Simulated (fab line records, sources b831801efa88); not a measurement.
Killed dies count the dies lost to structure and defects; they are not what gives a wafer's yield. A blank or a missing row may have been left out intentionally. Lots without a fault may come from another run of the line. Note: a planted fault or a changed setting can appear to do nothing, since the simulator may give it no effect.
A struck lot beside a sound one :: flow sky130 :: 32 steps out of a route of 708
Sound: wafers L435.2, L435.4, L435.5. Struck: wafer L433.3 (left out: L433.1, L433.2 of the same lot, which were not struck); the cause appears at the end.
For every step that has rows: the tool of each side, followed by ch and its chambers, followed by its first start. Under that, the readings that differ: sound wafers :: struck wafers :: difference of the means :: sigmas: that difference in standard deviations of wafers without a fault.
alike: same words and numbers on both sides, and readings whose means sit less than 2 such deviations apart. not compared: any withheld reading, any reading some wafer has no value for, any bound like >300 that may hide the same value, and any number with overlapping values for which the record gives no deviation.
The two part at a step that has a row with sigmas, a row that says differs or no value, or rows on one side only. Non-overlapping numbers with no deviation appear without sigmas and do not part them. A reading that every wafer of one side lacks parts them only if that side has two wafers or more.

first, 4 steps without rows for these wafers: SKY_LOCAL_INTERCONNECT_SOFTBAKE_07 (time 90 s); SKY_LOCAL_INTERCONNECT_EXPOSE_08 (exposes mask LI1M, target cd 170 nm); SKY_LOCAL_INTERCONNECT_PEB_09; SKY_LOCAL_INTERCONNECT_DEVELOP_10 (develop time 60 s).
SKY_LOCAL_INTERCONNECT_CD_MEAS_11: the cd target is 170 nm.
  sound: cd sem-02 at day 32 13:33; struck: cd sem-01 at day 31 22:50
  alike: cd nm
SKY_LOCAL_INTERCONNECT_OVL_MEAS_12:
  sound: overlay-01 at day 32 13:40; struck: overlay-02 at day 31 22:57
  alike: LOCAL_INTERCONNECT_OVL
SKY_LOCAL_INTERCONNECT_ETCH_13: etches BARC in N2/H2, stops on SiO2, time 45.9 s, target depth 60 nm.
  sound on rie metal-04 ch 0,1, day 32 13:41; struck on rie metal-04 ch 1, day 31 22:59
  alike: drypump motor current A, oes product au, throttle valve pct
  not compared: rf hours counter h
SKY_LOCAL_INTERCONNECT_METAL_ETCH_14: etches TiN in Cl2/BCl3, stops on PSG, target depth 110 nm, time 31.4 s.
  sound on rie metal-04 ch 0,1, day 32 13:45; struck on rie metal-04 ch 1, day 31 23:03
reading: oes product au (a.u.)
sound: 0.948 0.950 0.955
struck: 0.928
difference: -0.023
sigmas: -3

reading: throttle valve pct (%)
sound: 21.898 21.884 21.884
struck: 21.912
difference: +0.023
sigmas: +2
  alike: drypump motor current A, mfc cl2 sccm
  not compared: rf hours counter h
SKY_LOCAL_INTERCONNECT_STRIP_15: strips in O2/N2.
  sound on plasma asher-01 ch 0,1, day 32 13:48; struck on plasma asher-04 ch 0, day 31 23:06
reading: strip time to endpoint s (s)
sound: 4.709 4.698 4.698
struck: 4.756
difference: +0.054
sigmas: +3
  alike: drypump motor current A, oes product au
  not compared: rf hours counter h
then, 3 steps without rows for these wafers: SKY_LOCAL_INTERCONNECT_STRIP_16 (strips in post etch residue remover, time 1200 s); SKY_LOCAL_INTERCONNECT_CLEAN_17 (cleans in IPA, time 180 s); SKY_LOCAL_INTERCONNECT_CLEAN_18 (cleans in O3/DIW).
SKY_CONTACT_CVD_00: deposits Si3N4, target thk 75 nm.
  sound on pecvd-03 ch 1,2, day 32 14:26; struck on pecvd-02 ch 1, day 31 23:42
reading: heater power w (W)
sound: 541 605 553
struck: 952
difference: +386
sigmas: +4

reading: model.Si3N4_of_CONTACT_CVD_00.thk nm (nm)
sound: 74.62 76.07 75.47
struck: 34.44
difference: -40.95
sigmas: 
SKY_CONTACT_THK_MEAS_01:
  sound: film metro-03 at day 32 14:28; struck: film metro-04 at day 31 23:44
reading: CONTACT_CVD_00_THK (nm)
sound: 74.7 76.1 75.5
struck: 34.5
difference: -40.9
sigmas: -47
then, 1 step without rows for these wafers: SKY_CONTACT_HDPCVD_02 (deposits SiO2, target thk 565 nm, time 94.2 s).
SKY_CONTACT_THK_MEAS_03:
  sound: film metro-03 at day 32 14:36; struck: film metro-04 at day 31 23:52
reading: CONTACT_HDPCVD_THK (nm)
sound: 564 574 567
struck: 554
difference: -14
sigmas: -3
SKY_CONTACT_CMP_04: polishes SiO2.
  sound on cmp-01 ch 1,2,3, day 32 14:45; struck on cmp-01 ch 2, day 31 23:55
reading: slurry flow ml min
sound: 150.1 149.7 149.7
struck: 148.9
difference: -0.9
sigmas: -2
  alike: motor current A
SKY_CONTACT_BOW_MEAS_05:
  sound: film metro-03 at day 32 14:58; struck: film metro-02 at day 32 00:13
  alike: CONTACT_BOW
then, 8 steps without rows for these wafers: SKY_CONTACT_DEHYDRATE_06 (time 60 s); SKY_CONTACT_HMDS_07 (prime time 60 s); SKY_CONTACT_COAT_08 (resist thk 60 nm); SKY_CONTACT_COAT_09 (resist thk 450 nm); SKY_CONTACT_SOFTBAKE_10 (time 90 s); SKY_CONTACT_EXPOSE_11 (exposes mask CTM1, target cd 170 nm); SKY_CONTACT_PEB_12; SKY_CONTACT_DEVELOP_13 (develop time 60 s).
SKY_CONTACT_CD_MEAS_14: the cd target is 170 nm.
  sound: cd sem-01 at day 33 18:32; struck: cd sem-02 at day 33 04:13
  alike: cd nm
SKY_CONTACT_OVL_MEAS_15:
  sound: overlay-01 at day 33 18:38; struck: overlay-01 at day 33 04:20
  alike: CONTACT_OVL
then, 2 steps without rows for these wafers: SKY_CONTACT_ETCH_16 (etches BARC in N2/H2, stops on SiO2, time 45.9 s, target depth 60 nm); SKY_CONTACT_ETCH_17 (etches SiO2 in C4F8/O2/Ar, stops on Si3N4, target depth 340 nm).
SKY_CONTACT_ETCH_18: etches Si3N4 in CHF3/O2, stops on TiN, time 39 s, target depth 75 nm.
  sound: rie diel-02 ch 1,3; struck: rie diel-02 ch 0
reading: oes product au (a.u.)
sound: 0.853 0.859 0.861
struck: 0.591
difference: -0.267
sigmas: -40

reading: throttle valve pct (%)
sound: 8.794 8.804 8.796
struck: 8.721
difference: -0.077
sigmas: -8

reading: model.etch.depth nm (nm)
sound: 74.62 76.07 75.47
struck: 34.44
difference: -40.95
sigmas: 
  alike: drypump motor current A
  not compared: rf hours counter h
SKY_CONTACT_STRIP_19: strips in O2/N2.
  sound on plasma asher-01 ch 1, day 33 18:48; struck on plasma asher-01 ch 1, day 33 04:30
  alike: drypump motor current A, oes product au, strip time to endpoint s
  not compared: rf hours counter h

## WHERE THEY PART
At SKY_LOCAL_INTERCONNECT_METAL_ETCH_14 first; at SKY_CONTACT_ETCH_18 last (within this record only). Later steps at which nothing parts them and some readings are alike: SKY_CONTACT_STRIP_19.

WHY: what had been put in by the simulator
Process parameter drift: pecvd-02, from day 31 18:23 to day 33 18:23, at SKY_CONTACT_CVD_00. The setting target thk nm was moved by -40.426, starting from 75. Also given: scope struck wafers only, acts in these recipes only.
